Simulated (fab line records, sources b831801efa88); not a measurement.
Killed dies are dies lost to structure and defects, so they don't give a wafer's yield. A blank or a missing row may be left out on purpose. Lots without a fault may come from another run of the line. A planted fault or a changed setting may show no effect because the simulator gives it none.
Which tool did it? | flow sky130 | 24 lots, 72 wafers sampled, at 6 steps of a route of 708

WHAT THE GAUGES READ, wafer by wafer
SKY_VT_ADJUST_LVTN_TW_MEAS_21.
lot  | measured     | on            | VT_ADJUST_LVTN_2_TW
L074 | day 7 19:06  | film_metro-03 | 187.1 187.4 188.9
L075 | day 8 03:44  | film_metro-02 | 186.1 184.9 186.1
L076 | day 8 11:12  | film_metro-02 | 185.8 185.5 186.7
L077 | day 8 15:01  | film_metro-01 | 185.5 185.0 184.4
L078 | day 8 22:08  | film_metro-02 | 185.9 186.8 186.9
L079 | day 9 04:42  | film_metro-01 | 185.1 184.8 185.5
L080 | day 9 11:59  | film_metro-02 | 184.7 185.8 185.9
L081 | day 9 17:18  | film_metro-01 | 184.1 184.9 184.4
L082 | day 9 21:20  | film_metro-02 | 185.7 186.3 185.9
L084 | day 10 11:28 | film_metro-02 | 186.3 186.1 186.4
L083 | day 10 16:28 | film_metro-03 | 187.9 187.8 187.1
L085 | day 10 18:59 | film_metro-01 | 185.8 187.6 186.7
L086 | day 10 23:56 | film_metro-01 | 186.0 185.0 186.5
L087 | day 11 09:11 | film_metro-03 | 188.5 188.1 188.9
L088 | day 11 14:40 | film_metro-03 | 187.6 188.2 187.9
L089 | day 11 21:49 | film_metro-01 | 187.9 186.8 185.8
L090 | day 12 07:53 | film_metro-02 | 185.9 188.1 185.8
L091 | day 12 14:38 | film_metro-02 | 186.4 187.2 186.8
L092 | day 12 22:26 | film_metro-03 | 187.2 186.8 187.7
L093 | day 13 03:37 | film_metro-02 | 186.8 185.7 186.7
L094 | day 13 05:47 | film_metro-03 | 189.0 188.4 189.3
L095 | day 13 11:32 | film_metro-01 | 185.3 185.5 184.5
L096 | day 13 23:09 | film_metro-01 | 185.6 184.4 186.1
L097 | day 14 03:14 | film_metro-01 | 185.5 185.1 184.1

SKY_SONOS_TUNNEL_OVL_MEAS_08.
lot  | measured     | on         | SONOS_TUNNEL_OVL (nm)
L074 | day 11 09:06 | overlay-02 | 0.5 0.9 -0.5
L075 | day 11 20:22 | overlay-01 | -1.2 -1.2 0.2
L076 | day 12 05:01 | overlay-02 | -5.4 -2.5 -3.8
L077 | day 12 09:01 | overlay-01 | -0.8 -0.6 -1.9
L078 | day 12 16:55 | overlay-01 | 0.8 -0.3 0.6
L079 | day 13 01:02 | overlay-02 | -2.3 -3.5 -3.6
L080 | day 13 07:58 | overlay-02 | -2.2 -1.0 -2.3
L081 | day 13 12:38 | overlay-02 | 0.7 1.5 1.1
L082 | day 13 16:40 | overlay-02 | -2.3 -1.5 -2.5
L084 | day 14 11:13 | overlay-01 | -4.0 -3.7 -3.1
L083 | day 14 15:47 | overlay-01 | -0.7 -1.2 -3.2
L085 | day 14 18:18 | overlay-01 | 0.5 -0.6 -0.9
L086 | day 15 01:31 | overlay-02 | -1.2 -0.5 -0.2
L087 | day 15 10:33 | overlay-01 | -3.3 -1.3 -1.3
L088 | day 15 18:17 | overlay-01 | 0.0 1.1 -0.5
L089 | day 16 01:46 | overlay-02 | -1.5 -0.8 -2.4
L090 | day 16 12:52 | overlay-01 | -1.7 -3.1 -2.2
L091 | day 16 21:36 | overlay-01 | -1.6 -0.1 -0.4
L092 | day 17 06:34 | overlay-02 | 0.9 -0.6 0.8
L093 | day 17 14:14 | overlay-02 | -0.6 0.1 -2.0
L094 | day 17 20:08 | overlay-02 | -2.1 -1.5 -1.4
L095 | day 18 01:59 | overlay-01 | -0.9 -1.2 -0.6
L096 | day 18 18:29 | overlay-02 | -2.4 -4.0 -3.5
L097 | day 18 21:13 | overlay-02 | -2.9 -1.1 -2.0

SKY_SONOS_ONO_THK_MEAS_03.
lot  | measured     | on            | SONOS_ONO_CVD_02_THK (nm)
L074 | day 11 12:07 | film_metro-03 | 10.59 10.54 10.57
L075 | day 12 01:59 | film_metro-01 | 10.56 10.45 10.51
L076 | day 13 12:58 | film_metro-01 | 10.53 10.41 10.60
L077 | day 13 12:58 | film_metro-04 | 10.35 10.43 10.41
L078 | day 13 12:58 | film_metro-03 | 10.45 10.38 10.38
L079 | day 13 13:02 | film_metro-01 | 10.37 10.52 10.35
L080 | day 13 13:02 | film_metro-04 | 10.30 10.36 10.34
L081 | day 13 20:10 | film_metro-01 | 10.11 10.25 10.20
L082 | day 13 20:09 | film_metro-03 | 10.43 10.32 10.38
L084 | day 14 14:33 | film_metro-04 | 10.44 10.52 10.44
L083 | day 14 18:46 | film_metro-04 | 10.41 10.49 10.43
L085 | day 15 02:04 | film_metro-04 | 10.35 10.44 10.33
L086 | day 15 05:47 | film_metro-01 | 10.22 10.18 10.34
L087 | day 15 15:53 | film_metro-04 | 10.43 10.49 10.50
L088 | day 15 22:34 | film_metro-04 | 10.45 10.53 10.49
L089 | day 16 06:04 | film_metro-03 | 10.30 10.32 10.35
L090 | day 16 15:52 | film_metro-03 | 10.52 10.49 10.48
L091 | day 17 00:46 | film_metro-01 | 10.29 10.31 10.19
L092 | day 17 11:08 | film_metro-04 | 10.41 10.38 10.34
L093 | day 17 22:13 | film_metro-04 | 10.46 10.23 10.31
L094 | day 18 00:29 | film_metro-03 | 10.57 10.53 10.61
L095 | day 18 06:32 | film_metro-03 | 10.52 10.52 10.51
L096 | day 18 21:43 | film_metro-03 | 10.38 10.55 10.35
L097 | day 19 00:52 | film_metro-01 | 10.35 10.57 10.32

SKY_SONOS_ONO_OVL_MEAS_14.
lot  | measured     | on         | SONOS_ONO_OVL (nm)
L074 | day 12 13:35 | overlay-01 | 0.4 -0.6 -0.7
L075 | day 13 02:52 | overlay-02 | -2.3 -1.2 0.0
L076 | day 14 16:07 | overlay-01 | -1.0 -1.1 -1.7
L077 | day 14 16:34 | overlay-01 | -1.2 -1.3 -2.6
L078 | day 14 16:25 | overlay-02 | -1.0 -0.2 -1.6
L079 | day 14 17:47 | overlay-01 | -2.1 -2.4 -2.5
L080 | day 14 17:55 | overlay-02 | -1.7 -1.9 0.1
L081 | day 15 00:20 | overlay-02 | -1.7 -1.7 -3.0
L082 | day 15 00:31 | overlay-01 | -1.3 0.6 -0.5
L084 | day 15 18:16 | overlay-02 | -3.7 -3.3 -2.5
L083 | day 15 21:22 | overlay-01 | -2.5 -1.4 -2.6
L085 | day 16 06:44 | overlay-02 | 0.7 0.6 1.0
L086 | day 16 10:58 | overlay-02 | -1.5 -1.1 -0.5
L087 | day 16 21:16 | overlay-02 | -5.3 -5.5 -5.2
L088 | day 17 03:19 | overlay-02 | -0.7 -1.1 -2.6
L089 | day 17 12:31 | overlay-02 | -1.2 0.2 0.7
L090 | day 17 21:40 | overlay-01 | -3.5 -2.1 -3.5
L091 | day 18 06:47 | overlay-01 | -1.2 -2.0 -1.2
L092 | day 18 17:49 | overlay-01 | -1.2 -0.8 -1.3
L093 | day 19 05:55 | overlay-02 | -0.7 0.3 -0.1
L094 | day 19 08:49 | overlay-02 | -1.2 -1.5 -2.4
L095 | day 19 15:04 | overlay-02 | -1.4 -1.3 -1.9
L096 | day 20 05:50 | overlay-01 | -2.0 -1.5 -2.0
L097 | day 20 09:40 | overlay-02 | -1.8 0.0 -0.4

SKY_LDD_N_TW_MEAS_17.
lot  | measured     | on            | LDD_N_TW
L074 | day 17 09:35 | film_metro-01 | 2533 2519 2518
L075 | day 17 22:26 | film_metro-03 | 2580 2581 2580
L076 | day 19 23:02 | film_metro-03 | 2589 2591 2571
L077 | day 19 23:04 | film_metro-01 | 2540 2547 2549
L078 | day 20 00:16 | film_metro-01 | 2541 2537 2549
L079 | day 20 09:42 | film_metro-03 | 2583 2588 2605
L080 | day 20 09:23 | film_metro-04 | 2613 2586 2600
L081 | day 20 15:00 | film_metro-03 | 2611 2590 2592
L082 | day 20 13:29 | film_metro-01 | 2561 2541 2546
L084 | day 21 03:17 | film_metro-03 | 2580 2576 2586
L083 | day 21 09:52 | film_metro-03 | 2572 2565 2578
L085 | day 21 15:57 | film_metro-03 | 2573 2592 2584
L086 | day 21 22:38 | film_metro-03 | 2571 2558 2595
L087 | day 22 08:56 | film_metro-04 | 2591 2602 2586
L088 | day 22 12:41 | film_metro-03 | 2573 2585 2594
L089 | day 22 23:26 | film_metro-03 | 2581 2596 2575
L090 | day 23 12:50 | film_metro-03 | 2596 2593 2585
L091 | day 23 18:29 | film_metro-04 | 2587 2598 2577
L092 | day 24 05:50 | film_metro-04 | 2589 2579 2579
L093 | day 24 16:34 | film_metro-01 | 2571 2565 2566
L094 | day 24 20:40 | film_metro-01 | 2553 2547 2560
L095 | day 25 01:44 | film_metro-01 | 2567 2571 2566
L096 | day 25 15:42 | film_metro-01 | 2562 2579 2577
L097 | day 25 19:53 | film_metro-03 | 2581 2585 2569

SKY_LOCAL_INTERCONNECT_OVL_MEAS_12.
lot  | measured     | on         | LOCAL_INTERCONNECT_OVL (nm)
L074 | day 30 01:52 | overlay-01 | -1 -1 -3
L075 | day 30 10:53 | overlay-02 | 4 2 -4
L076 | day 32 04:26 | overlay-02 | 5 0 -2
L077 | day 32 08:04 | overlay-02 | -9 -3 -9
L078 | day 32 06:31 | overlay-01 | -11 -5 -6
L079 | day 32 17:15 | overlay-01 | -3 -4 -3
L080 | day 32 16:04 | overlay-02 | 0 10 -3
L081 | day 33 01:54 | overlay-02 | 4 5 -1
L082 | day 33 00:57 | overlay-02 | -7 -5 -1
L084 | day 33 09:17 | overlay-02 | 1 1 4
L083 | day 33 14:34 | overlay-02 | -9 -6 -1
L085 | day 33 18:24 | overlay-01 | 1 5 -1
L086 | day 33 23:53 | overlay-01 | 9 1 0
L087 | day 34 12:21 | overlay-02 | -4 -9 2
L088 | day 34 13:01 | overlay-01 | 7 8 2
L089 | day 34 23:31 | overlay-01 | 1 0 7
L090 | day 35 09:19 | overlay-02 | 4 4 -3
L091 | day 35 13:57 | overlay-01 | 0 -4 -7
L092 | day 36 02:28 | overlay-01 | -1 4 0
L093 | day 36 10:20 | overlay-01 | -2 3 11
L094 | day 36 12:49 | overlay-01 | -12 -16 -10
L095 | day 36 17:34 | overlay-01 | -6 -8 -3
L096 | day 37 08:00 | overlay-02 | -2 3 1
L097 | day 37 08:41 | overlay-02 | -5 -4 -3

WHICH TOOL RAN EACH LOT (tool, then ch and the chambers of the sampled wafers, then the start)
The record holds no process step before these readings.

WHAT THE TOOLS THEMSELVES READ (means of the sampled wafers that have a number; where no wafer has one, the mark that the record gives instead)
The record holds no such reading with a usual standard deviation.

THE ANSWER, worked out from the rows above alone
Rule: what is usual is taken from the lots themselves. Put in order of their means at a reading, lots are off if they are a third of the lots or fewer, leave a main group of 4 or more, and stand apart from it by a gap of 3 or more times the standard deviation of the main group's means; of several such gaps the widest counts. A main group whose means are all the same, to the digits that the tables above print for the reading, isn't used. A lot without any number at a reading at which 4 lots or more have one is off too. The other lots that the step has rows for count as sound. The gauges are gone through in route order, then the tools' own readings, and for those a lot's mean is taken as printed above. The first step at which some lot is off is used, and at that step the reading that is off furthest; a lot without a number counts as furthest.
No lot is off at any reading shown: from this, nothing can be told.

WHAT THE SIMULATOR HAD PUT IN
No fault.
